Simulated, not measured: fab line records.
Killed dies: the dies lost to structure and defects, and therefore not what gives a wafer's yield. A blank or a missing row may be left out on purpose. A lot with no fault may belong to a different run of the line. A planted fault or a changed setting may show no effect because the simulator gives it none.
Chamber matching / flow gf180mcu / 4 sister chambers for GF_STI_ETCH_14 on rie-si-01
The step etches Si in HBr/Cl2/O2, target depth 360 nm, time 102.9 s. 4 wafers are shown with their chamber, then 9 later ones without.

EACH WAFER AND ITS CHAMBER
wafer=L728.1; chamber=1; drypump-motor-current-A (A)=5.4
wafer=L728.3; chamber=0; drypump-motor-current-A (A)=6.0
wafer=L730.3; chamber=2; drypump-motor-current-A (A)=6.3
wafer=L730.6; chamber=3; drypump-motor-current-A (A)=6.1

WAFERS WHOSE CHAMBER IS MISSING
wafer=L731.2; drypump-motor-current-A (A)=5.5
wafer=L731.4; drypump-motor-current-A (A)=6.1
wafer=L731.6; drypump-motor-current-A (A)=5.4
wafer=L732.1; drypump-motor-current-A (A)=6.0
wafer=L732.2; drypump-motor-current-A (A)=6.1
wafer=L732.3; drypump-motor-current-A (A)=6.3
wafer=L733.1; drypump-motor-current-A (A)=6.3
wafer=L733.3; drypump-motor-current-A (A)=6.0
wafer=L733.5; drypump-motor-current-A (A)=6.1

WHICH CHAMBER EACH ONE RAN IN
wafer=L731.2; from the rows above=1; in truth=1
wafer=L731.4; from the rows above=3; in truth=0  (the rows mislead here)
wafer=L731.6; from the rows above=1; in truth=1
wafer=L732.1; from the rows above=0; in truth=0
wafer=L732.2; from the rows above=3; in truth=3
wafer=L732.3; from the rows above=2; in truth=2
wafer=L733.1; from the rows above=2; in truth=2
wafer=L733.3; from the rows above=0; in truth=0
wafer=L733.5; from the rows above=3; in truth=3
Correct placement for 8 of the 9. Left unplaced by these rows: 0. 1 placed wrongly.
How it was worked out, from the rows above alone: a wafer's distance from a chamber is the root of the sum, over the readings, of the square of ((its reading less the chamber's mean) divided by the reading's scatter). If the next closest chamber is less than 2 further off than the closest, the wafer can't be placed; otherwise it belongs to the closest. The mean given for a chamber averages the wafers shown for that chamber. The scatter: root of mean squared gap, hidden wafer to nearest shown wafer, with one shown wafer a chamber.
